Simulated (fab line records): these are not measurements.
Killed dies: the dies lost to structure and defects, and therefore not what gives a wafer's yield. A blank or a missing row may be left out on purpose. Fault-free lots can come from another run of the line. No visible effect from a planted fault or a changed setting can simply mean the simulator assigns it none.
One fault through the eyes of 2 desks | flow sfq-line | each desk has only its own numbers; what lay behind them comes last

## AT THE METROLOGY DESK
What the gauges read for every lot (on any tool): the sampled wafers with a number, averaged. If a lot's mean is further than 4 standard deviations from the usual mean, the lot is out of limits and carries the mark OUT (the distance appears in the brackets).
Columns: A = C5_OVL at SFQ_C5_OVL_MEAS_937, usual -5 nm; B = I7_BOW at SFQ_I7_BOW_MEAS_946, usual 9 um
lot  | first seen here | A   | B
L480 | day 61 11:53    | -0  | -6
L481 | day 64 16:58    | -7  | 24
L482 | day 65 00:10    | -1  | -10
L484 | day 65 06:10    | -5  | 24
L489 | day 67 06:32    | -11 | 9
L490 | day 67 12:57    | 4   | 13
L494 | day 68 12:58    | -6  | 14
L496 | day 70 04:01    | 1   | -6
L497 | day 70 23:13    | -10 | 8
L499 | day 74 07:51    | -5  | 26
L500 | day 74 09:11    | -4  | 6
L501 | day 74 23:47    | -7  | -11
L502 | day 75 08:11    | -6  | 7
L503 | day 76 10:35    | -15 | 10
This desk's finding: nothing out of limits on any of the 14 lots.

## TOOL OWNER'S DESK, cmp-02
The tool's own readings at SFQ_TRILAYER_A5B_CMP_CMP_130 (polishes, stops on Nb, target thk 340.7 nm): means of the sampled wafers that have a number, for each lot that ran on this tool. If a lot's mean is further than 4 standard deviations from the usual mean, the lot is out of limits and carries the mark OUT (the distance appears in the brackets).
Columns: A = edge-zone-pressure-frac at SFQ_TRILAYER_A5B_CMP_CMP_130, usual 1.000; B = head-pressure-psi at SFQ_TRILAYER_A5B_CMP_CMP_130, usual 3.000 psi; C = motor-current-A at SFQ_TRILAYER_A5B_CMP_CMP_130, usual 9.5 A
lot  | first seen here | A     | B     | C
L484 | day 56 05:31    | 1.002 | 2.997 | 9.3
L494 | day 63 20:34    | 0.996 | 3.002 | 9.2
L499 | day 70 01:43    | 0.999 | 2.996 | 9.6
L502 | day 71 06:11    | 0.995 | 3.003 | 9.4
L503 | day 71 12:50    | 1.012 | 2.999 | 9.0
This desk's finding: nothing out of limits on any of the 5 lots.

## TAKEN TOGETHER
Metrology desk: nothing out of limits seen.
The tool owner's desk saw nothing out of limits.

## WHAT THE SIMULATOR HAD INSERTED
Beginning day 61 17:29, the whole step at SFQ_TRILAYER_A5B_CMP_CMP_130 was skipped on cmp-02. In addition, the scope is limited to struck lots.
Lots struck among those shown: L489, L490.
